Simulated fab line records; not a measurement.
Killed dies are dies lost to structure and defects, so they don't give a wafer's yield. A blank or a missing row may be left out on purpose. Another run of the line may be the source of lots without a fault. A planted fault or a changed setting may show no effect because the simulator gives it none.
A single fault, viewed from 2 desks / flow sky130 / every desk sees just its own numbers, and what lay behind them comes last

## METROLOGY DESK
What the gauges read for every lot (on any tool): the sampled wafers with a number, averaged. If a lot's mean is further than 4 standard deviations from the usual mean, the lot is out of limits and carries the mark OUT (the distance appears in the brackets).
Columns: A = METAL5_ALCU_THK at SKY_METAL5_THK_MEAS_06, usual 1164 nm; B = PAD_OPEN_BOW at SKY_PAD_OPEN_BOW_MEAS_13, usual 48 um
lot=L571; first seen here=day 42 23:40; A=1157; B=57
lot=L572; first seen here=day 43 15:19; A=1160; B=49
lot=L573; first seen here=day 43 16:49; A=1138; B=44
lot=L574; first seen here=day 43 23:17; A=1154; B=49
lot=L576; first seen here=day 44 19:22; A=1151; B=43
lot=L577; first seen here=day 45 01:57; A=1180; B=43
lot=L578; first seen here=day 45 05:41; A=1160; B=47
lot=L581; first seen here=day 46 00:24; A=1170; B=51
lot=L582; first seen here=day 46 08:01; A=1151; B=61
lot=L584; first seen here=day 46 18:24; A=1171; B=50
lot=L589; first seen here=day 47 22:41; A=1169; B=58
lot=L590; first seen here=day 48 02:34; A=1158; B=42
lot=L592; first seen here=day 48 15:32; A=1166; B=46
Finding of this desk: none of the 13 lots has anything out of limits.

## AT THE TOOL OWNER'S DESK: rie diel-01
The tool's own readings at SKY_POLY_GATE_ETCH_15 (etches BARC in N2/H2, stops on SiO2, time 118.5 s, target depth 110 nm): means of the sampled wafers that have a number, for each lot that ran on this tool. If a lot's mean is further than 4 standard deviations from the usual mean, the lot is out of limits and carries the mark OUT (the distance appears in the brackets).
Columns: A = drypump motor current A at SKY_POLY_GATE_ETCH_15, usual 5.6 A; B = oes product au at SKY_POLY_GATE_ETCH_15, usual 0.716 a.u.; C = throttle valve pct at SKY_POLY_GATE_ETCH_15, usual 13.213 %
lot=L573; first seen here=day 17 06:25; A=5.6; B=0.717; C=13.206
lot=L576; first seen here=day 18 16:40; A=5.6; B=0.714; C=13.208
lot=L578; first seen here=day 19 10:05; A=5.7; B=0.716; C=13.219
lot=L581; first seen here=day 20 15:46; A=5.7; B=0.717; C=13.209
lot=L592; first seen here=day 24 14:07; A=6.0; B=0.719; C=13.214
Finding of this desk: none of the 5 lots has anything out of limits.

## ALL TOGETHER
Nothing out of limits was seen by the metrology desk.
The tool owner's desk saw nothing out of limits.

## WHAT THE SIMULATOR HAD PUT IN
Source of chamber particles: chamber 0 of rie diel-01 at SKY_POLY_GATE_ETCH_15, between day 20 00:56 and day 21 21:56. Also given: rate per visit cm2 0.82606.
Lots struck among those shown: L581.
